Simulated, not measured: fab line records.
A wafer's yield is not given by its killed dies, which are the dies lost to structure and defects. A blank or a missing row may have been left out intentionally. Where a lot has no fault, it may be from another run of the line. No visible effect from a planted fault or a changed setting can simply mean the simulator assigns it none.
A struck lot beside a sound one	flow sky130	43 steps out of a route of 708
Sound: the wafers L407.2, L407.3, L407.4. Struck: wafer L399.4 (L399.1, L399.5, from the same lot, were not struck and are left out); the cause is given at the end.
Each step with rows lists, per side, the tool, then ch with its chambers, then its first start. Under that, the readings that differ: sound wafers	struck wafers	difference of the means	sigmas: that difference in standard deviations of wafers without a fault.
alike: a reading whose means differ by less than 2 such deviations, as well as words and numbers matching on both sides. not compared: withheld readings; readings where some wafer has no value; bounds like >300 that might hide an equal value; numbers whose values overlap and for which the record gives no deviation.
The two part at a step that has a row with sigmas, a row that says differs or no value, or rows on one side only. Numbers that have no deviation but don't overlap get no sigmas and don't part them. A reading missing from all wafers of one side parts the sides only when that side holds two or more wafers.

first, 7 steps without rows for these wafers: SKY_METAL1_HMDS_08 (prime time 60 s); SKY_METAL1_COAT_09 (resist thk 60 nm); SKY_METAL1_COAT_10 (resist thk 450 nm); SKY_METAL1_SOFTBAKE_11 (time 90 s); SKY_METAL1_EXPOSE_12 (exposes mask MM1, target cd 140 nm); SKY_METAL1_PEB_13; SKY_METAL1_DEVELOP_14 (develop time 60 s).
SKY_METAL1_CD_MEAS_15: the cd target is 140 nm.
  sound: cd-sem-02 at day 38 16:11; struck: cd-sem-02 at day 36 06:22
  alike: cd-nm
SKY_METAL1_OVL_MEAS_16:
  sound: overlay-02 at day 38 16:17; struck: overlay-01 at day 36 06:29
reading	sound	struck	difference	sigmas
METAL1_OVL (nm)	14 14 13	1	-13	-3
SKY_METAL1_DESCUM_17: chemistry O2, time 8 s.
  sound on rie-metal-04 ch 0,1, day 38 16:19; struck on rie-metal-03 ch 0, day 36 06:31
  alike: drypump-motor-current-A, oes-product-au, temp-c
  not compared: rf-hours-counter-h
then, 2 steps without rows for these wafers: SKY_METAL1_ETCH_18 (etches BARC in N2/H2, stops on SiO2, time 45.9 s, target depth 60 nm); SKY_METAL1_METAL_ETCH_19 (etches the open film in Cl2/BCl3, stops on SiO2, target depth 360 nm, time 78 s).
SKY_METAL1_STRIP_20: strips in O2/N2.
  sound on plasma-asher-04 ch 0,1, day 38 16:30; struck on plasma-asher-02 ch 1, day 36 06:43
  alike: drypump-motor-current-A, oes-product-au, strip-time-to-endpoint-s
  not compared: rf-hours-counter-h
then, 4 steps without rows for these wafers: SKY_METAL1_STRIP_21 (strips in post etch residue remover, time 1200 s); SKY_METAL1_CLEAN_22 (cleans in IPA, time 180 s); SKY_METAL1_CLEAN_23 (cleans in O3/DIW); SKY_VIA1_HDPCVD_00 (deposits SiO2, target thk 1030 nm, time 171.7 s).
SKY_VIA1_THK_MEAS_01:
  sound: film-metro-03 at day 38 17:13; struck: film-metro-01 at day 36 07:25
reading	sound	struck	difference	sigmas
VIA1_HDPCVD_THK (nm)	1014 1018 1011	1040	+26	+2
then, 1 step without rows for these wafers: SKY_VIA1_CMP_02 (polishes SiO2).
SKY_VIA1_BOW_MEAS_03:
  sound: film-metro-01 at day 38 17:35; struck: film-metro-02 at day 36 07:46
  alike: VIA1_BOW
then, 8 steps without rows for these wafers: SKY_VIA1_DEHYDRATE_04 (time 60 s); SKY_VIA1_HMDS_05 (prime time 60 s); SKY_VIA1_COAT_06 (resist thk 60 nm); SKY_VIA1_COAT_07 (resist thk 450 nm); SKY_VIA1_SOFTBAKE_08 (time 90 s); SKY_VIA1_EXPOSE_09 (exposes mask VIM, target cd 150 nm); SKY_VIA1_PEB_10; SKY_VIA1_DEVELOP_11 (develop time 60 s).
SKY_VIA1_CD_MEAS_12: the cd target is 150 nm.
  sound: cd-sem-02 at day 39 18:40; struck: cd-sem-01 at day 37 09:37
  alike: cd-nm
SKY_VIA1_OVL_MEAS_13:
  sound: overlay-01 at day 39 18:46; struck: overlay-01 at day 37 09:44
  alike: VIA1_OVL
then, 2 steps without rows for these wafers: SKY_VIA1_ETCH_14 (etches BARC in N2/H2, stops on SiO2, time 45.9 s, target depth 60 nm); SKY_VIA1_ETCH_15 (etches SiO2 in C4F8/O2/Ar, stops on TiN, target depth 351 nm, time 54 s).
SKY_VIA1_STRIP_16: strips in O2/N2.
  sound on plasma-asher-03 ch 0,1, day 39 18:53; struck on plasma-asher-01 ch 0, day 37 09:52
  alike: drypump-motor-current-A, oes-product-au, strip-time-to-endpoint-s
  not compared: rf-hours-counter-h
then, 3 steps without rows for these wafers: SKY_VIA1_STRIP_17 (strips in post etch residue remover, time 1200 s); SKY_VIA1_CLEAN_18 (cleans in IPA, time 180 s); SKY_VIA1_CLEAN_19 (cleans in O3/DIW).
SKY_VIA1_SPUTTER_20: material TiN, target thk 20 nm, time 80 s.
  sound: pvd-sputter-04 at day 39 19:29; struck: pvd-sputter-02 at day 37 10:27
reading	sound	struck	difference	sigmas
throttle-valve-pct (%)	29.2 29.2 28.7	30.8	+1.8	+2
then, 1 step without rows for these wafers: SKY_VIA1_CVD_21 (deposits W, target thk 270 nm, time 80.902 s).
SKY_VIA1_RS_MEAS_22: measurement is done with a four-point probe.
  sound: film-metro-03 at day 39 19:40; struck: film-metro-01 at day 37 10:37
  alike: VIA1_W_RS
SKY_VIA1_THK_MEAS_23: measures by xrf.
  sound: film-metro-03 at day 39 19:46; struck: film-metro-01 at day 37 10:44
  alike: VIA1_W_THK
SKY_VIA1_CMP_24: polishes, stops on SiO2, t overpolish 15 s, target thk 0 nm.
  sound on cmp-02 ch 0,2,3, day 39 19:49; struck on cmp-02 ch 1, day 37 10:53
  alike: motor-current-A, overpolish-run-s, slurry-flow-ml-min, time-to-endpoint-s
SKY_METAL2_SPUTTER_00: material Ti, target thk 15 nm, time 10 s.
  sound: pvd-sputter-03 at day 39 20:07; struck: pvd-sputter-01 at day 37 11:05
  alike: throttle-valve-pct
-- the record jumps here: 11 days lie between the struck wafers' starts before and after (it left off in module METAL2 and takes up again in module PAD_OPEN, whose first step shown is number 708 of the route) --
SKY_PAD_OPEN_PROBE_99:
  sound: prober-01 at day 50 06:20; struck: prober-01 at day 48 14:30
reading	sound	struck	difference	sigmas
defect-limited-yield (%)	81.3 81.5 85.2	72.2	-10.5	-6
killed_at_M0_to_M3	46 48 34	101	+58	+9
killed-dies	92 91 73	137	+52	+5
killed-short	45 41 33	24	-16	-3
sort_bin_3_pad_short (%)	1.0 1.4 0.4	3.7	+2.8	+7
sort_bin_5_function (%)	11.0 9.3 8.1	15.9	+6.4	+4
sort-n-pass	400 401 419	355	-52	-5
sort-yield-pct (%)	81.3 81.5 85.2	72.2	-10.5	-6
model.etest.tester.sort-n-pass	400 401 419	355	-52	
model.etest.tester.sort-yield-pct (%)	81.3 81.5 85.16	72.15	-10.50	
model.etest.tester.sort_bin_5_pct (%)	10.98 9.35 8.13	15.85	+6.36	
model.etest.tester.sort_bin_3_pct (%)	1.016 1.423 0.4065	3.659	+2.710	
  alike: killed_at_M4_up, killed-at-contacts, killed-at-front-end, killed-at-other, killed-open, sort_bin_6_memory

== WHERE THEY PART ==
First at SKY_METAL1_OVL_MEAS_16; last, within this record, at SKY_PAD_OPEN_PROBE_99.

WHY: the cause the simulator had injected
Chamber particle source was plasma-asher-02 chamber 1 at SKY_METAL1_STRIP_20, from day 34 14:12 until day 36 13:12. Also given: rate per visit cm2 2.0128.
